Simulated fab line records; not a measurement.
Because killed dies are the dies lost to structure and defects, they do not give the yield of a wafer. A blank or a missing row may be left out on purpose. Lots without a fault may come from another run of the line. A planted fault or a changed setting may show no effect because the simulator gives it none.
Chamber matching    flow sky130    SKY_VIA2_CMP_02 on cmp-01: 4 sister chambers
The step polishes SiO2. 8 wafers are shown with their chamber, then 8 later ones without.

WAFERS WITH THEIR CHAMBER
wafer   chamber  motorCurrentA (A)
L460.4  0        12.3
L459.4  2        12.8
L470.2  3        10.7
L472.1  2        12.3
L474.1  3        10.6
L474.4  1        10.8
L474.6  1        10.7
L475.1  0        12.1

WAFERS WITHOUT THEIR CHAMBER
wafer   motorCurrentA (A)
L475.2  10.3
L475.4  11.2
L477.4  9.8
L477.5  10.4
L477.6  12.2
L479.2  10.7
L479.3  11.4
L479.6  13.4

THE CHAMBER EACH PASSED THROUGH
wafer   from the rows above           in truth
L475.2  can't be placed: 3 or 1       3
L475.4  can't be placed: 1 or 3       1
L477.4  can't be placed: 3 or 1       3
L477.5  can't be placed: 3 or 1       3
L477.6  can't be placed: 0 or 2       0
L479.2  can't be placed: 1 or 3       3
L479.3  can't be placed: 1 or 3 or 0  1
L479.6  can't be placed: 2 or 0       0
Correctly placed: 0 of 8. Unplaceable from these rows: 8, with the true chamber sitting among the candidates in 8. Wrongly placed: 0.
How it was worked out, from the rows above alone: a wafer's distance from a chamber is the root of the sum, over the readings, of the square of ((its reading less the chamber's mean) divided by the reading's scatter). The wafer belongs to the nearest chamber; if the next one is less than 2 further off, it can't be placed. For every chamber, the mean is computed from those of its wafers that are shown. The scatter: the root of (the sum of the squares of (reading less its chamber's mean) over the shown wafers, divided by (wafers less chambers)).
